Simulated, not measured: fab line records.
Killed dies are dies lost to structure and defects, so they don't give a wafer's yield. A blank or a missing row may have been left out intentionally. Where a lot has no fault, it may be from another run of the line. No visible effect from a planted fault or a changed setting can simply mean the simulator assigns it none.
Struck lot and sound lot, side by side ; flow gf180mcu ; 15 steps out of a route of 602
Sound: these wafers, L701.3, L701.4, L701.5. The struck wafers were L715.1, L715.3, L715.6. The cause is named last.
Per side, at each step with rows, come the tool, then ch with its chambers, and then its first start. Under that, the readings that differ: sound wafers ; struck wafers ; difference of the means ; sigmas: that difference in standard deviations of wafers without a fault.
alike: words and numbers the same on both sides, and readings whose means are apart by under 2 such deviations; not compared: readings that were withheld, readings missing a value for some wafer, numbers with overlapping values and no deviation given by the record, and bounds like >300 which may hide the same value.
The two part at a step that has a row with sigmas, a row that says differs or no value, or rows on one side only. Numbers that have no deviation but don't overlap get no sigmas and don't part them. A reading missing from all wafers of one side parts the sides only when that side holds two or more wafers.

GF_MIM_SPUTTER_07: material TiN, target thk 60 nm, time 50 s.
  struck on pvd_sputter-01, day 30 20:21; sound on pvd_sputter-01, day 27 00:25
  alike: throttle_valve_pct
GF_MIM_SPUTTER_08: material AlCu, target thk 200 nm, time 10.6 s.
  struck on pvd_sputter-01, day 30 20:23; sound on pvd_sputter-01, day 27 00:28
  alike: throttle_valve_pct
GF_MIM_SPUTTER_09: material TiN, target thk 35 nm, time 29.2 s.
  struck on pvd_sputter-01, day 30 20:25; sound on pvd_sputter-01, day 27 00:29
  alike: throttle_valve_pct
GF_MIM_RS_MEAS_10: a four-point-probe measurement.
  struck on film_metro-03, day 30 20:27; sound on film_metro-03, day 27 00:34
  alike: MIM_ALCU_RS
GF_MIM_THK_MEAS_11: measures by xrf.
  struck on film_metro-03, day 30 20:34; sound on film_metro-03, day 27 00:40
  alike: MIM_ALCU_THK
then, 7 steps without rows for these wafers: GF_MIM_DEHYDRATE_12 (time 60 s); GF_MIM_HMDS_13 (prime time 60 s); GF_MIM_COAT_14 (resist thk 1000 nm); GF_MIM_SOFTBAKE_15 (time 60 s); GF_MIM_EXPOSE_16 (exposes mask FuseTop, target cd 2000 nm); GF_MIM_PEB_17; GF_MIM_DEVELOP_18 (develop time 60 s).
GF_MIM_METAL_ETCH_19: etches the open film in Cl2/BCl3, stops on Si3N4, target depth 324.5 nm, time 54.1 s.
  sound on rie_metal-02 ch 0,1, day 27 20:20; struck on rie_metal-02 ch 1, day 31 13:41
  no value came back on the struck wafers for any of 6 readings (bcl3_flow_sccm (sccm), bias_w (W) and others); on the sound wafers bcl3_flow_sccm (sccm) reads 40.04 39.99 40.06
reading;sound;struck;difference;sigmas
model.NOVOLAK_of_MIM_COAT_14.thk_nm (nm);866.1 872.8 872.1;1008 1003 1007;+136;
  not compared: rf_hours_counter_h
GF_MIM_STRIP_20: strips in O2/N2.
  sound on plasma_asher-03 ch 0,1, day 27 20:25; struck on plasma_asher-03 ch 0,1, day 31 13:47
reading;sound;struck;difference;sigmas
oes_product_au (a.u.);0.684 0.690 0.701;0.709 0.715 0.720;+0.023;+5
strip_time_to_endpoint_s (s);11.18 11.26 11.24;12.73 12.68 12.70;+1.48;+40
  alike: drypump_motor_current_A, heater_power_w, platen_temp_c
  not compared: rf_hours_counter_h
then, 1 step without rows for these wafers: GF_MIM_STRIP_21 (strips in post etch residue remover, time 1200 s).

WHERE THEY PART
Last at GF_MIM_STRIP_20 as far as this record goes, first at GF_MIM_METAL_ETCH_19.

WHY: what the simulator had put in
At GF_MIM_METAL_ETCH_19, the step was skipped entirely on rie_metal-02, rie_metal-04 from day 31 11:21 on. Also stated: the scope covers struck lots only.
